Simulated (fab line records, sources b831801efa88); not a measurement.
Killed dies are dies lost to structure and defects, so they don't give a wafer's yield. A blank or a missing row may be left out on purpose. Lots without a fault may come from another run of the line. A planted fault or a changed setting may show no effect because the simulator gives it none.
A struck lot beside a sound one | flow gf180mcu | 14 steps out of a route of 602
Sound: wafers L281.3, L281.4, L281.6. Struck: wafers L284.2, L284.3, L284.5. The cause comes at the end.
At each step with rows: each side's tool, then ch and its chambers, then its first start. Under that, the readings that differ: sound wafers | struck wafers | difference of the means | sigmas: that difference in standard deviations of wafers without a fault.
alike: readings whose means differ by less than 2 such deviations, and words and numbers that are the same on both sides. not compared: withheld readings, readings that some wafer has no value for, bounds like >300 that may hide the same value, and numbers for which the record gives no deviation and whose values overlap.
The two part at a step that has a row with sigmas, a row that says differs or no value, or rows on one side only. Numbers that don't overlap but have no deviation are shown without sigmas and don't part them. A reading that every wafer of one side lacks parts them only if that side has two wafers or more.

GF_V2_THK_MEAS_01:
  sound on film_metro-02, day 22 11:08; struck on film_metro-02, day 23 10:46
  alike: V2_CVD_00_THK
GF_V2_CVD_02: deposits SiO2 from TEOS, target thk 850 nm, time 94.851 s.
  sound on pecvd-02 ch 0,1, day 22 11:10; struck on pecvd-04 ch 0,2, day 23 10:49
  alike: heater_power_w
GF_V2_THK_MEAS_03:
  sound on film_metro-02, day 22 11:16; struck on film_metro-04, day 23 10:53
  alike: V2_CVD_02_THK
GF_V2_CMP_04: polishes SiO2.
  sound on cmp-02 ch 0,1,3, day 22 11:21; struck on cmp-01 ch 1,3, day 23 10:59
  alike: motor_current_A, slurry_filter_dp_kPa, time_to_endpoint_s
GF_V2_BOW_MEAS_05:
  sound on film_metro-04, day 22 11:38; struck on film_metro-01, day 23 11:16
  alike: V2_BOW
then, 7 steps without rows for these wafers: GF_V2_DEHYDRATE_06 (time 60 s); GF_V2_HMDS_07 (prime time 60 s); GF_V2_COAT_08; GF_V2_COAT_09 (resist thk 1000 nm); GF_V2_SOFTBAKE_10 (time 60 s); GF_V2_EXPOSE_11 (exposes mask Via2, target cd 260 nm); GF_V2_PEB_12 (peb time 90 s).
GF_V2_DEVELOP_13: develop time 60 s.
  sound on litho_track-04 ch 0, day 23 10:32; struck on litho_track-04, day 24 09:37
  no value came back on the struck wafers for chill_plate_temp_C (C), develop_time_s (s), developer_temp_C (C); on the sound wafers chill_plate_temp_C (C) reads 22.90 23.04 23.06
  reading                             | sound             | struck          | difference | sigmas
  model.KrF_of_V2_COAT_09.thk_nm (nm) | 985.9 985.7 983.9 | 1002 1003 997.5 | +16        |
GF_V2_CD_MEAS_14: target cd 260 nm.
  sound on cd_sem-01, day 23 10:41; struck on cd_sem-01, day 24 09:45
  reading    | sound             | struck | difference                    | sigmas
  cd_nm (nm) | 259.6 260.0 261.1 | - - -  | no value on the struck wafers |

WHERE THEY PART
First at GF_V2_DEVELOP_13; last, within this record, at GF_V2_CD_MEAS_14.

WHY: what the simulator had put in
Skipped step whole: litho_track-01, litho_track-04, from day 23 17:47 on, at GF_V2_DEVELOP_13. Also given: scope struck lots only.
